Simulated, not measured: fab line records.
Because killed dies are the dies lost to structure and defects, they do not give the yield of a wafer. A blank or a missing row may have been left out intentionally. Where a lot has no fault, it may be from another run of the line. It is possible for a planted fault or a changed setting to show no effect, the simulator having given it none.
Matching of chambers | flow sfq line | 3 sister chambers for SFQ_TRILAYER_A5C_DEP_PECVD_142 on pecvd-02
The step deposits SiO2 from SiH4/N2O, time 15.556 s, target thk 70 nm. 14 wafers are shown with their chamber, then 7 later ones without.

== WAFERS, EACH WITH ITS CHAMBER ==
wafer  | chamber | throttle valve pct (%) | heater power w (W)
L824.1 | 1       | 25.7                   | 92
L824.4 | 0       | 24.4                   | 80
L824.6 | 2       | 25.5                   | 80
L825.1 | 0       | 24.2                   | 89
L825.2 | 1       | 25.7                   | 89
L825.4 | 0       | 24.5                   | 86
L828.4 | 2       | 25.4                   | 87
L828.5 | 1       | 25.8                   | 87
L828.6 | 0       | 24.4                   | 74
L831.1 | 1       | 25.6                   | 76
L831.3 | 2       | 25.6                   | 88
L831.5 | 1       | 25.7                   | 81
L832.2 | 2       | 25.5                   | 86
L832.3 | 1       | 25.8                   | 90

SIGNATURES, as means of the wafers listed above
reading            | chamber 0 | chamber 1 | chamber 2 | scatter within a chamber
throttle valve pct | 24.375    | 25.717    | 25.500    | 0.0933
heater power w     | 82.25     | 85.83     | 85.25     | 5.71
Rule: distance of a wafer from a chamber = root of the sum over the readings of ((wafer's reading minus chamber's mean) / reading's scatter) squared. The wafer belongs to the nearest chamber; if the next one is less than 2 further off, it can't be placed. The scatter is the square root of a quotient: the sum, over the shown wafers, of each reading's squared deviation from its chamber's mean, divided by wafers minus chambers.

== WAFERS MISSING THEIR CHAMBER ==
wafer  | throttle valve pct (%) | heater power w (W)
L832.6 | 24.5                   | 89
L843.2 | 25.1                   | 78
L843.3 | 26.5                   | 81
L843.5 | 25.1                   | 79
L846.1 | 26.6                   | 87
L846.3 | 26.4                   | 91
L846.5 | 25.1                   | 88

== WHICH CHAMBER EACH WENT THROUGH ==
wafer  | from the rows above | in truth
L832.6 | 0                   | 0
L843.2 | 2                   | 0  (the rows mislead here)
L843.3 | 1                   | 1
L843.5 | 2                   | 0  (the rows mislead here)
L846.1 | 1                   | 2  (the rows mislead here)
L846.3 | 1                   | 1
L846.5 | 2                   | 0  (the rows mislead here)
Correctly placed: 3 of 7. Left unplaced by these rows: 0. Number placed wrongly: 4.
